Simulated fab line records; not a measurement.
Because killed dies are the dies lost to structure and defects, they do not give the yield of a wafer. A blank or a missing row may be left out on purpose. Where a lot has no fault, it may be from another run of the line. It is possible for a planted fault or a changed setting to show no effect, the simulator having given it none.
Struck lot and sound lot, side by side ; flow gf180mcu ; 15 out of 602 route steps
Sound: wafers L562.3, L562.4, L562.5. Struck: wafer L581.2 (L581.4, L581.5, from the same lot, were not struck and are left out); the cause is given at the end.
For every step that has rows: the tool of each side, followed by ch and its chambers, followed by its first start. Under that, the readings that differ: sound wafers ; struck wafers ; difference of the means ; sigmas: that difference in standard deviations of wafers without a fault.
alike: readings with means less than 2 such deviations apart, plus words and numbers identical on both sides. not compared: withheld readings, readings lacking a value on some wafer, bounds such as >300 that could conceal the same value, and numbers that have no deviation in the record and whose values overlap.
Wherever a step has rows on one side only, a row that says differs or no value, or a row with sigmas, the two part there. When numbers do not overlap yet have no deviation, they are printed without sigmas and do not part them. Lack of a reading on every wafer of one side parts them only where that side has two or more wafers.

GF_V4_BOW_MEAS_05:
  sound: filmMetro-04 at day 24 22:43; struck: filmMetro-03 at day 30 10:17
  alike: V4_BOW
then, 8 steps without rows for these wafers: GF_V4_DEHYDRATE_06 (time 60 s); GF_V4_HMDS_07 (prime time 60 s); GF_V4_COAT_08; GF_V4_COAT_09 (resist thk 1000 nm); GF_V4_SOFTBAKE_10 (time 60 s); GF_V4_EXPOSE_11 (exposes mask Via4, target cd 260 nm); GF_V4_PEB_12 (peb time 90 s); GF_V4_DEVELOP_13 (develop time 60 s).
GF_V4_CD_MEAS_14: the cd target is 260 nm.
  sound: cdSem-02 at day 25 19:47; struck: cdSem-02 at day 31 03:52
  alike: cdNm
GF_V4_OVL_MEAS_15:
  sound: overlay-01 at day 25 19:53; struck: overlay-01 at day 31 03:58
  alike: V4_OVL
GF_V4_ETCH_16: etches BARC in N2/H2.
  sound on rieDiel-02 ch 1,3, day 25 19:54; struck on rieDiel-02 ch 0, day 31 04:00
  alike: drypumpMotorCurrentA, oesProductAu, rfFwdPowerW, throttleValvePct
GF_V4_ETCH_17: etches SiO2 in C4F8/O2/Ar, stops on TiN, target depth 630 nm.
  sound on rieDiel-02 ch 1,3, day 25 19:00; struck on rieDiel-02 ch 0, day 31 04:00
reading;sound;struck;difference;sigmas
rfFwdPowerW (W);1498 1493 1492;1256;-238;-41
  alike: oesProductAu
GF_V4_STRIP_18: strips in O2/N2.
  sound on plasmaAsher-04 ch 0,1, day 25 20:04; struck on plasmaAsher-04 ch 0, day 31 04:08
reading;sound;struck;difference;sigmas
rfHoursCounterH (h);- - -;107;no value on the sound wafers;
  alike: drypumpMotorCurrentA, heaterPowerW, oesProductAu, platenTempC
GF_PASSIVATION_PROBE_99:
  the record holds rows for the sound wafers here (prober-02, day 30 08:43) but none for the struck ones

WHERE THEY PART
At GF_V4_ETCH_17 first; at GF_PASSIVATION_PROBE_99 last (within this record only).

WHY: the cause the simulator had injected
rieDiel-02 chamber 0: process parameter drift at GF_V4_ETCH_17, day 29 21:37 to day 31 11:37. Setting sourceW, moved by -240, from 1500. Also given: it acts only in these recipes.
